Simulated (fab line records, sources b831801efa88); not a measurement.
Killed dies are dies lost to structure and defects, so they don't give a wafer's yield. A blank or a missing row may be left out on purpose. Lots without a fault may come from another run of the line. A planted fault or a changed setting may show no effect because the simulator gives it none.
Problem report in the 8D (eight disciplines) form, filled by code | flow gf180mcu | the parts of the form that need people (team, actions taken, sign-off) are left out

1. THE PROBLEM
NWELL_TW at GF_NWELL_TW_MEAS_11 reads a mean of 3269 on 6 wafers of 2 lots; wafers without a fault read 1569 with a standard deviation of 9.4. That is +99 or more standard deviations from the usual mean.
First seen on wafer L427.3, day 6 11:38, on film_metro-02. The record holds 36 wafers of 12 lots with a number at this step. Rule for "out", or "out of limits": more than 4 standard deviations from the usual mean. The other wafers with a number count as sound.

2. WHAT IT IS AND WHAT IT IS NOT
question                    | is                           | is not
which readings at this step | NWELL_TW                     | -
which lots                  | L427, L434                   | L413, L415, L416, L419, L420, L421, L423, L426, L435, L436
which wafers of those lots  | all that have a number       | -
read on which gauges        | film_metro-02, film_metro-04 | film_metro-03
when                        | from day 6 11:38             | up to then (24 sound wafers); but 6 sound wafers of L435, L436 came after

3. SUSPECTS, AND WHAT RULES EACH OUT
Counting: a tool at a process step up to the reading stays a suspect if it ran every lot that is out and no sound lot after the first of them.
- the gauge at GF_NWELL_TW_MEAS_11: ruled out. The wafers that are out were read on 2 gauges (film_metro-02, film_metro-04).
- implanter-04 at GF_NWELL_IMPLANT_08: kept. It ran every lot that is out, first L427 (day 6 11:16), and no sound lot after that; its last sound lot up to then is L426 (day 6 06:20). Its own readings are out on those wafers: beam_on_s, dose_ions_cm2, faraday_current_uA.
Left after counting: implanter-04 at GF_NWELL_IMPLANT_08.

4. THE CAUSE (what the simulator had put in)
Process parameter drift: implanter-04, from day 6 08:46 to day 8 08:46, at GF_NWELL_IMPLANT_08. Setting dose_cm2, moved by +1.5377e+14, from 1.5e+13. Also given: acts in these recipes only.
Counting left only this tool.

5. THE CHAIN OF EFFECTS, in route order
Each row: a reading whose mean over the struck wafers that have a number lies more than 3 standard deviations from the usual. Only readings for which the record gives a usual standard deviation are gone through. hours: the time from each lot's start at the first step in this table that gives one to its start at this step, as a median over the lots. sigmas: the change in usual standard deviations.
hours | step                     | reading            | usual        | on struck wafers | change      | sigmas
0     | GF_NWELL_IMPLANT_08      | beam_on_s          | 9.97 s       | 72.48            | +62.52      | +99 or more
0     | GF_NWELL_IMPLANT_08      | dose_ions_cm2      | 1.5002e+13   | 1.6878e+14       | +1.5377e+14 | +99 or more
0     | GF_NWELL_IMPLANT_08      | faraday_current_uA | 84.8         | 131.2            | +46.4       | +31
0     | GF_NWELL_TW_MEAS_11      | NWELL_TW           | 1569         | 3269             | +1700       | +99 or more
124   | GF_VT_IMPLANT_RS_MEAS_47 | NWELL_RS           | 487.9 ohm/sq | 159.3            | -328.6      | -99 or more
The process steps in it:
- GF_NWELL_IMPLANT_08
Later measuring or inspecting steps at which every struck wafer that the step has a row for has a number for every such reading, and none has moved that far: GF_DUAL_GATE_THK_MEAS_03.

6. WHAT WOULD HAVE CAUGHT IT SOONER
In this record the first reading out of limits at a measuring or inspecting step was taken at day 6 11:38, 3 hours after the fault began at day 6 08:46.
The tool's own readings at GF_NWELL_IMPLANT_08 were out on every struck wafer that the step has a row for (beam_on_s, dose_ions_cm2, faraday_current_uA): an alarm limit on them would have fired on the first of those.
Of the lots that are out (2), L434 began GF_NWELL_IMPLANT_08 on implanter-04 after day 6 11:38. A hold on the tool at that time would have spared it.
